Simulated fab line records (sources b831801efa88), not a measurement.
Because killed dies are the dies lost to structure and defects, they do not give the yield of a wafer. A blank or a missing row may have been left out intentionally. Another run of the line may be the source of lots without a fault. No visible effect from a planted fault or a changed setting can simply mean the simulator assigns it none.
Which of the tools did it?	flow sky130	7 lots, 21 wafers sampled, at 1 step of a route of 708

## WHAT THE GAUGES SHOWED, per wafer
SKY_VT_ADJUST_HVTR_CD_MEAS_07: target cd 380 nm.
lot	measured	on	cd nm (nm)
L359	day 9 20:41	cd sem-02	377.1 378.0 377.1
L362	day 11 18:30	cd sem-02	378.5 380.4 379.4
L364	day 12 08:43	cd sem-01	382.5 382.2 384.2
L366	day 12 14:25	cd sem-01	381.6 376.9 377.0
L373	day 14 08:25	cd sem-02	382.5 384.5 383.2
L376	day 15 02:14	cd sem-01	380.1 380.0 376.2
L380	day 16 10:58	cd sem-02	381.2 380.0 381.1

## EACH LOT AND THE TOOL THAT RAN IT (in order: tool; ch and the chambers of the sampled wafers; start)
Before these readings, the record contains no process step.

## THE ANSWER, worked out from the rows above alone
Rule: usual is defined by the lots themselves. The widest of any qualifying gaps counts: lots, ordered by their means at a reading, are off when they make up no more than a third of the lots, leave a main group of 4 or more, and stand apart from it by 3 or more times the standard deviation of that group's means. The tables above print the reading to a certain number of digits; a main group whose means all agree to those digits is not used. A lot without any number at a reading at which 4 lots or more have one is off too. Any other lot the step has rows for is counted as sound.
Nothing can be told from this: no lot is off at any reading shown.

## WHAT HAD BEEN PUT IN BY THE SIMULATOR
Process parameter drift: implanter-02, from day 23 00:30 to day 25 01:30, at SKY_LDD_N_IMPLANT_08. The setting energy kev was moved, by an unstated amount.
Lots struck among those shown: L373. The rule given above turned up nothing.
